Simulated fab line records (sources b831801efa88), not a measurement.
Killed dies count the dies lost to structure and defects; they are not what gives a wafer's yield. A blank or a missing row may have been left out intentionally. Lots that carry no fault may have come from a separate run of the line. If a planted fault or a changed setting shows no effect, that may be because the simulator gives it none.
2 desks, one fault | flow sky130 | only its own numbers are on each desk; what lay behind them is given at the end

== AT THE TOOL OWNER'S DESK: litho-track-03 ==
The tool's own readings at SKY_VT_ADJUST_NCORE_COAT_02 (resist thk 1140 nm): means of the sampled wafers that have a number, for each lot that ran on this tool. A lot is out of limits, marked OUT, if its mean lies more than 4 standard deviations from the usual mean; the brackets give that distance.
Columns: A = resist-line-temp-C at SKY_VT_ADJUST_NCORE_COAT_02, usual 23.00 C
lot  | first seen here | A
L255 | day 9 01:25     | 22.89
L262 | day 11 00:31    | 23.02
L266 | day 13 05:55    | 22.98
L265 | day 13 09:17    | 23.05
This desk's finding: nothing out of limits on any of the 4 lots.

== AT THE METROLOGY DESK ==
What the gauges read, lot by lot, whatever tool the lot ran on: means of the sampled wafers that have a number. A lot is out of limits, marked OUT, if its mean lies more than 4 standard deviations from the usual mean; the brackets give that distance.
Columns: A = VT_ADJUST_LVTN_OVL at SKY_VT_ADJUST_LVTN_OVL_MEAS_07, usual 1.3 nm; B = VT_ADJUST_LVTN_01_OVL at SKY_VT_ADJUST_LVTN_OVL_MEAS_18, usual 0.4 nm; C = VT_ADJUST_HVTR_OVL at SKY_VT_ADJUST_HVTR_OVL_MEAS_08, usual 2.0 nm
lot  | first seen here | A    | B    | C
L253 | day 7 03:16     | 1.7  | 0.5  | 2.0
L254 | day 7 10:15     | -1.0 | -0.5 | 1.8
L255 | day 7 17:51     | 0.3  | 1.1  | 2.9
L256 | day 8 02:31     | 1.0  | 0.6  | 2.7
L257 | day 8 09:34     | 1.0  | 0.4  | 1.9
L261 | day 9 09:18     | 1.8  | 2.2  | -0.1
L262 | day 9 13:53     | 2.4  | 0.9  | 2.9
L266 | day 11 17:04    | 1.3  | 0.9  | 1.0
L264 | day 11 18:01    | 1.4  | -0.1 | 2.9
L265 | day 11 20:28    | 2.4  | 0.9  | 1.6
L272 | day 12 14:06    | 0.7  | -0.1 | 2.8
L273 | day 13 00:48    | 0.2  | -2.5 | 1.9
L274 | day 13 05:55    | 3.1  | 0.2  | 3.7
This desk's finding: nothing out of limits on any of the 13 lots.

== ALL TOGETHER ==
The desk of the tool owner found nothing out of limits.
Nothing out of limits was seen by the metrology desk.

== WHAT WAS PUT IN BY THE SIMULATOR ==
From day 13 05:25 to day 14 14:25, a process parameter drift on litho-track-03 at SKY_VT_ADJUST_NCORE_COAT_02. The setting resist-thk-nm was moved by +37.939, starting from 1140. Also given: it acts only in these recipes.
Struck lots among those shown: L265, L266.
